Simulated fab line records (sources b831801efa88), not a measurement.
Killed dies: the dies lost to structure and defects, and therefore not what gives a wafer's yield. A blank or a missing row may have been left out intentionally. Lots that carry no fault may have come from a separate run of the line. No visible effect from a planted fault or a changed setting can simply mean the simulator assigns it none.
Code-filled problem report in 8D (eight disciplines) form	flow sky130	the parts of the form that need people (team, actions taken, sign-off) are left out

1. THE PROBLEM
Wafers without a fault read 211.4 s, standard deviation 0.7; run-length-s at SKY_METAL4_METAL_ETCH_18 reads a mean of 226.5 s on 2 wafers belonging to 2 lots. Measured from the usual mean, that is +22 standard deviations.
The step: etches the open film in Cl2/BCl3, stops on SiO2, target depth 845 nm, time 183.1 s.
Seen first at day 45 10:48 on rie-metal-03, wafer L855.2. Wafers with a number at this step in the record: 30, from 10 lots. By rule, "out" or "out of limits" means more than 4 standard deviations away from the usual mean. The other wafers with a number count as sound.

2. WHAT IT IS, AND WHAT IT ISN'T
question	is	is not
which readings at this step	run-length-s, oes-product-au	drypump-motor-current-A
which lots	L855, L856	L846, L847, L848, L850, L858, L861, L865, L866
which wafers of those lots	L855.2, L856.2	L855.1, L855.6, L856.5, L856.6
read on which tools	rie-metal-03	rie-metal-01, rie-metal-04
when	from day 45 10:48	up to then (14 sound wafers); but 14 sound wafers of L856, L858, L861, L865, L866 came after

3. THE SUSPECTS, EACH WITH WHAT RULES IT OUT
Counting: if a tool at a process step up to the reading ran every lot that is out, it stays a suspect. Sound lots after the first of them don't rule it out here, since some wafers of a struck lot are sound.
- pvd-sputter-02 at SKY_LOCAL_INTERCONNECT_SPUTTER_00 (material TiN, target thk 100 nm, time 83.3 s): kept. It ran every lot that is out, first L855 (day 33 11:24); its last sound lot up to then is L847 (day 30 23:20).
- rie-metal-03 at SKY_METAL4_METAL_ETCH_18 (etches the open film in Cl2/BCl3, stops on SiO2, target depth 845 nm, time 183.1 s): kept. It ran every lot that is out, first L855 (day 45 10:48); its last sound lot up to then is L847 (day 43 10:15). Its own readings are out on those wafers: oes-product-au, run-length-s.
Left after counting: pvd-sputter-02 at SKY_LOCAL_INTERCONNECT_SPUTTER_00, rie-metal-03 at SKY_METAL4_METAL_ETCH_18.

4. THE CAUSE (what the simulator had put in)
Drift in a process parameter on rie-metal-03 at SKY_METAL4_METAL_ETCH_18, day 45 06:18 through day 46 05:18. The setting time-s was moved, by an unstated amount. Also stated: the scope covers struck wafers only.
This tool is one of the 2 suspects left after counting.

5. SEQUENCE OF EFFECTS, ordered by route
Rows list readings where the struck wafers' mean (over those with a number) sits beyond 3 standard deviations from the usual. Scope: only readings with a usual standard deviation given in the record; hours: median across lots of the time from each lot's start at the first step in this table that gives one to its start at this step; sigmas: change in usual standard deviations.
hours	step	reading	usual	on struck wafers	change	sigmas
0	SKY_METAL4_METAL_ETCH_18	oes-product-au	0.868 a.u.	0.827	-0.041	-6.2
0	SKY_METAL4_METAL_ETCH_18	run-length-s	211.4 s	226.5	+15.1	+22
0	SKY_METAL4_STRIP_19	strip-time-to-endpoint-s	6.50 s	6.04	-0.46	-6.0
It contains these process steps:
- SKY_METAL4_METAL_ETCH_18: etches the open film in Cl2/BCl3, stops on SiO2, target depth 845 nm, time 183.1 s.
- SKY_METAL4_STRIP_19: strips in O2/N2.

6. HOW IT WOULD HAVE BEEN CAUGHT EARLIER
The fault began at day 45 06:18; the first out-of-limits reading in this record came at day 45 10:48, 4 hours later.
